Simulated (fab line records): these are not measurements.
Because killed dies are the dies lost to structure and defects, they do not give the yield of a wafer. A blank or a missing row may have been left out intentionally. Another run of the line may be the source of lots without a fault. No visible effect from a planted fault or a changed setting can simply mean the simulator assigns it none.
A struck lot beside a sound one | flow sky130 | 15 steps out of a route of 708
Sound: wafers L179.1, L179.2, L179.4. Wafers struck: L188.2, L188.3, L188.4. Last of all comes the cause.
For every step that has rows: the tool of each side, followed by ch and its chambers, followed by its first start. Under that, the readings that differ: sound wafers | struck wafers | difference of the means | sigmas: that difference in standard deviations of wafers without a fault.
alike: readings with means less than 2 such deviations apart, plus words and numbers identical on both sides. not compared: withheld readings, readings lacking a value on some wafer, bounds such as >300 that could conceal the same value, and numbers that have no deviation in the record and whose values overlap.
The two part at a step that has a row with sigmas, a row that says differs or no value, or rows on one side only. Numbers that don't overlap but have no deviation are shown without sigmas and don't part them. Lack of a reading on every wafer of one side parts them only where that side has two or more wafers.

first, 8 steps without rows for these wafers: SKY_POLY_GATE_DEHYDRATE_05 (time 60 s); SKY_POLY_GATE_HMDS_06 (prime time 60 s); SKY_POLY_GATE_COAT_07 (resist thk 110 nm); SKY_POLY_GATE_COAT_08 (resist thk 450 nm); SKY_POLY_GATE_SOFTBAKE_09 (time 90 s); SKY_POLY_GATE_EXPOSE_10 (exposes mask P1M, target cd 150 nm); SKY_POLY_GATE_PEB_11; SKY_POLY_GATE_DEVELOP_12 (develop time 60 s).
SKY_POLY_GATE_CD_MEAS_13 targets a cd of 150 nm.
  sound: cd_sem-01 at day 20 02:13; struck: cd_sem-01 at day 23 07:56
  alike: cd_nm
SKY_POLY_GATE_OVL_MEAS_14:
  sound: overlay-02 at day 20 02:20; struck: overlay-01 at day 23 08:03
  alike: POLY_GATE_OVL
SKY_POLY_GATE_ETCH_15: etches BARC in N2/H2, stops on SiO2, time 118.5 s, target depth 110 nm.
  sound on rie_diel-02 ch 0,1,3, day 20 02:23; struck on rie_diel-04 ch 0,2,3, day 23 08:05
  alike: bias_w, chamber_pressure_mTorr, drypump_motor_current_A, oes_product_au, throttle_valve_pct
  not compared: rf_hours_counter_h
SKY_POLY_GATE_ETCH_16: etches Si3N4 in CH3F/O2, stops on poly-Si, time 147.5 s, target depth 75 nm.
  sound on rie_diel-02 ch 0,1,3, day 20 02:28; struck on rie_diel-04 ch 0,2,3, day 23 08:10
  alike: O2_flow_sccm, bias_w, drypump_motor_current_A, oes_product_au, throttle_valve_pct
  not compared: rf_hours_counter_h
SKY_POLY_GATE_ETCH_17: etches poly-Si in HBr/Cl2, stops on SiO2, target depth 180 nm, time 70.5 s.
  sound on rie_si-01 ch 2,3, day 20 02:34; struck on rie_si-01 ch 0,2,3, day 23 08:16
  no value came back on the struck wafers for any of 5 readings (HBr_flow_sccm (sccm), bias_w (W) and others); on the sound wafers HBr_flow_sccm (sccm) reads 150.4 150.1 150.5
  reading                                          | sound           | struck            | difference | sigmas
  model.KrF-thick_of_POLY_GATE_COAT_08.thk_nm (nm) | 143.1 143.9 139 | 241.1 235.8 238.6 | +96.5      |
  not compared: rf_hours_counter_h
SKY_POLY_GATE_STRIP_18: strips in O2/N2.
  sound on plasma_asher-03 ch 0,1, day 20 02:37; struck on plasma_asher-03 ch 0,1, day 23 08:19
  reading                      | sound             | struck            | difference | sigmas
  oes_product_au (a.u.)        | 0.364 0.359 0.359 | 0.401 0.404 0.399 | +0.041     | +9
  strip_time_to_endpoint_s (s) | 3.20 3.21 3.15    | 4.27 4.21 4.24    | +1.05      | +26
  alike: drypump_motor_current_A
  not compared: rf_hours_counter_h
then, 1 step without rows for these wafers: SKY_POLY_GATE_CLEAN_19 (cleans in SC1/SC2, time 150 s).

== WHERE THEY PART ==
First at SKY_POLY_GATE_ETCH_17; last, within this record, at SKY_POLY_GATE_STRIP_18.

WHY: the cause the simulator had injected
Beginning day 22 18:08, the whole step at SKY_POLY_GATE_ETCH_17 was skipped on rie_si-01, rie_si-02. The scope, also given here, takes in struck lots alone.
